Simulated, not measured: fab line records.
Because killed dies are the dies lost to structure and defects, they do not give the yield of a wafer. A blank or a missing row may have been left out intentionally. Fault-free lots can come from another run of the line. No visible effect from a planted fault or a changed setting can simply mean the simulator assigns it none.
Which tool did it? / flow sky130 / 12 lots, 36 wafers sampled, at 3 steps of a route of 708

== WHAT THE GAUGES SHOWED, per wafer ==
SKY_VIA2_THK_MEAS_23: measures by xrf. Usual: for VIA2_W_THK the level is 426 nm and the standard deviation is 8.6.
lot=L353; measured=day 36 20:46; on=filmMetro-04; VIA2_W_THK (nm)=427 425 429; flag=
lot=L360; measured=day 39 03:58; on=filmMetro-04; VIA2_W_THK (nm)=434 424 430; flag=
lot=L364; measured=day 40 08:58; on=filmMetro-01; VIA2_W_THK (nm)=424 425 425; flag=
lot=L365; measured=day 40 14:29; on=filmMetro-02; VIA2_W_THK (nm)=433 432 436; flag=
lot=L366; measured=day 40 21:50; on=filmMetro-04; VIA2_W_THK (nm)=425 428 423; flag=
lot=L368; measured=day 41 14:28; on=filmMetro-04; VIA2_W_THK (nm)=437 434 431; flag=
lot=L369; measured=day 41 17:20; on=filmMetro-04; VIA2_W_THK (nm)=436 434 431; flag=
lot=L370; measured=day 42 03:01; on=filmMetro-01; VIA2_W_THK (nm)=417 419 417; flag=
lot=L371; measured=day 42 10:42; on=filmMetro-01; VIA2_W_THK (nm)=416 417 417; flag=
lot=L372; measured=day 42 12:13; on=filmMetro-01; VIA2_W_THK (nm)=417 418 421; flag=
lot=L373; measured=day 42 21:05; on=filmMetro-01; VIA2_W_THK (nm)=429 418 426; flag=
lot=L374; measured=day 43 00:32; on=filmMetro-01; VIA2_W_THK (nm)=426 427 431; flag=

== EACH LOT AND THE TOOL THAT RAN IT (in order: tool; ch and the chambers of the sampled wafers; start) ==
lot=L353; SKY_CONTACT_ETCH_18=rieDiel-03 ch 0,3, day 32 05:00; SKY_METAL1_SPUTTER_02=pvdSputter-02, day 32 06:31
lot=L360; SKY_CONTACT_ETCH_18=rieDiel-03 ch 0,1,2, day 34 14:00; SKY_METAL1_SPUTTER_02=pvdSputter-04, day 34 15:28
lot=L364; SKY_CONTACT_ETCH_18=rieDiel-04 ch 0,1,3, day 35 18:00; SKY_METAL1_SPUTTER_02=pvdSputter-01, day 35 19:21
lot=L365; SKY_CONTACT_ETCH_18=rieDiel-01 ch 0,1, day 36 00:00; SKY_METAL1_SPUTTER_02=pvdSputter-01, day 36 01:40
lot=L366; SKY_CONTACT_ETCH_18=rieDiel-01 ch 0,1,2, day 36 10:00; SKY_METAL1_SPUTTER_02=pvdSputter-01, day 36 12:00
lot=L368; SKY_CONTACT_ETCH_18=rieDiel-04 ch 0,2,3, day 37 03:00; SKY_METAL1_SPUTTER_02=pvdSputter-04, day 37 05:38
lot=L369; SKY_CONTACT_ETCH_18=rieDiel-03 ch 0,3, day 37 06:00; SKY_METAL1_SPUTTER_02=pvdSputter-02, day 37 07:57
lot=L370; SKY_CONTACT_ETCH_18=rieDiel-03 ch 0,1,2, day 37 17:00; SKY_METAL1_SPUTTER_02=pvdSputter-01, day 37 18:54
lot=L371; SKY_CONTACT_ETCH_18=rieDiel-03 ch 1,2,3, day 37 22:00; SKY_METAL1_SPUTTER_02=pvdSputter-04, day 38 00:01
lot=L372; SKY_CONTACT_ETCH_18=rieDiel-01 ch 1,2,3, day 38 04:00; SKY_METAL1_SPUTTER_02=pvdSputter-04, day 38 06:15
lot=L373; SKY_CONTACT_ETCH_18=rieDiel-03 ch 1,2,3, day 38 13:00; SKY_METAL1_SPUTTER_02=pvdSputter-02, day 38 15:05
lot=L374; SKY_CONTACT_ETCH_18=rieDiel-04 ch 1,2,3, day 38 18:00; SKY_METAL1_SPUTTER_02=pvdSputter-02, day 38 19:58
- SKY_CONTACT_ETCH_18: etches Si3N4 in CHF3/O2, stops on TiN, time 39 s, target depth 75 nm.
- SKY_METAL1_SPUTTER_02: material AlCu, target thk 250 nm, time 13.3 s.

== WHAT THE TOOLS THEMSELVES READ (means of the sampled wafers that have a number; where no wafer has one, the mark that the record gives instead) ==
SKY_CONTACT_ETCH_18. Usual: biasW 200.0 W, standard deviation 0.56; drypumpMotorCurrentA 5.6 A, standard deviation 0.44; oesProductAu 0.855 a.u., standard deviation 0.0085; throttleValvePct 8.793 %, standard deviation 0.01.
lot=L353; tool=rieDiel-03; biasW (W)=199.9; drypumpMotorCurrentA (A)=6.0; oesProductAu (a.u.)=0.854; throttleValvePct (%)=8.793; flag=
lot=L360; tool=rieDiel-03; biasW (W)=235.8; drypumpMotorCurrentA (A)=5.4; oesProductAu (a.u.)=0.846; throttleValvePct (%)=8.787; flag=OFF
lot=L364; tool=rieDiel-04; biasW (W)=199.7; drypumpMotorCurrentA (A)=5.8; oesProductAu (a.u.)=0.846; throttleValvePct (%)=8.796; flag=
lot=L365; tool=rieDiel-01; biasW (W)=200.1; drypumpMotorCurrentA (A)=5.7; oesProductAu (a.u.)=0.862; throttleValvePct (%)=8.796; flag=
lot=L366; tool=rieDiel-01; biasW (W)=200.2; drypumpMotorCurrentA (A)=5.8; oesProductAu (a.u.)=0.858; throttleValvePct (%)=8.795; flag=
lot=L368; tool=rieDiel-04; biasW (W)=200.0; drypumpMotorCurrentA (A)=5.7; oesProductAu (a.u.)=0.865; throttleValvePct (%)=8.797; flag=
lot=L369; tool=rieDiel-03; biasW (W)=199.3; drypumpMotorCurrentA (A)=5.9; oesProductAu (a.u.)=0.869; throttleValvePct (%)=8.803; flag=
lot=L370; tool=rieDiel-03; biasW (W)=200.0; drypumpMotorCurrentA (A)=5.4; oesProductAu (a.u.)=0.854; throttleValvePct (%)=8.799; flag=
lot=L371; tool=rieDiel-03; biasW (W)=200.3; drypumpMotorCurrentA (A)=5.2; oesProductAu (a.u.)=0.853; throttleValvePct (%)=8.782; flag=
lot=L372; tool=rieDiel-01; biasW (W)=199.8; drypumpMotorCurrentA (A)=5.8; oesProductAu (a.u.)=0.848; throttleValvePct (%)=8.787; flag=
lot=L373; tool=rieDiel-03; biasW (W)=200.1; drypumpMotorCurrentA (A)=5.1; oesProductAu (a.u.)=0.844; throttleValvePct (%)=8.789; flag=
lot=L374; tool=rieDiel-04; biasW (W)=200.0; drypumpMotorCurrentA (A)=5.5; oesProductAu (a.u.)=0.847; throttleValvePct (%)=8.801; flag=

SKY_METAL1_SPUTTER_02. Usual: throttleValvePct reads 30.2 % (standard deviation 1.1).
lot=L353; tool=pvdSputter-02; throttleValvePct (%)=30.6; flag=
lot=L360; tool=pvdSputter-04; throttleValvePct (%)=30.3; flag=
lot=L364; tool=pvdSputter-01; throttleValvePct (%)=30.7; flag=
lot=L365; tool=pvdSputter-01; throttleValvePct (%)=30.5; flag=
lot=L366; tool=pvdSputter-01; throttleValvePct (%)=30.8; flag=
lot=L368; tool=pvdSputter-04; throttleValvePct (%)=29.5; flag=
lot=L369; tool=pvdSputter-02; throttleValvePct (%)=29.0; flag=
lot=L370; tool=pvdSputter-01; throttleValvePct (%)=30.7; flag=
lot=L371; tool=pvdSputter-04; throttleValvePct (%)=30.3; flag=
lot=L372; tool=pvdSputter-04; throttleValvePct (%)=29.7; flag=
lot=L373; tool=pvdSputter-02; throttleValvePct (%)=29.4; flag=
lot=L374; tool=pvdSputter-02; throttleValvePct (%)=29.8; flag=

== THE ANSWER, worked out from the rows above alone ==
Rule: take the mean of a lot's wafers that have a number; if it is more than 3 standard deviations from the usual mean, the lot is off. Also off: a lot with no number at a reading for which 4 or more lots have one. Any other lot the step has rows for is counted as sound. After the gauges, taken in route order, come the tools' own readings; for these a lot's mean is taken, as printed above. The first step at which some lot is off is used, and at that step the reading that is off furthest; a lot without a number counts as furthest.
Off: L360 (SKY_CONTACT_ETCH_18, biasW).
If a tool, at that step or one of the process steps before it, ran each lot that is off and ran no sound lot following the first of them, it fits. Not one of the candidates tried fits.

== WHAT WAS PUT IN BY THE SIMULATOR ==
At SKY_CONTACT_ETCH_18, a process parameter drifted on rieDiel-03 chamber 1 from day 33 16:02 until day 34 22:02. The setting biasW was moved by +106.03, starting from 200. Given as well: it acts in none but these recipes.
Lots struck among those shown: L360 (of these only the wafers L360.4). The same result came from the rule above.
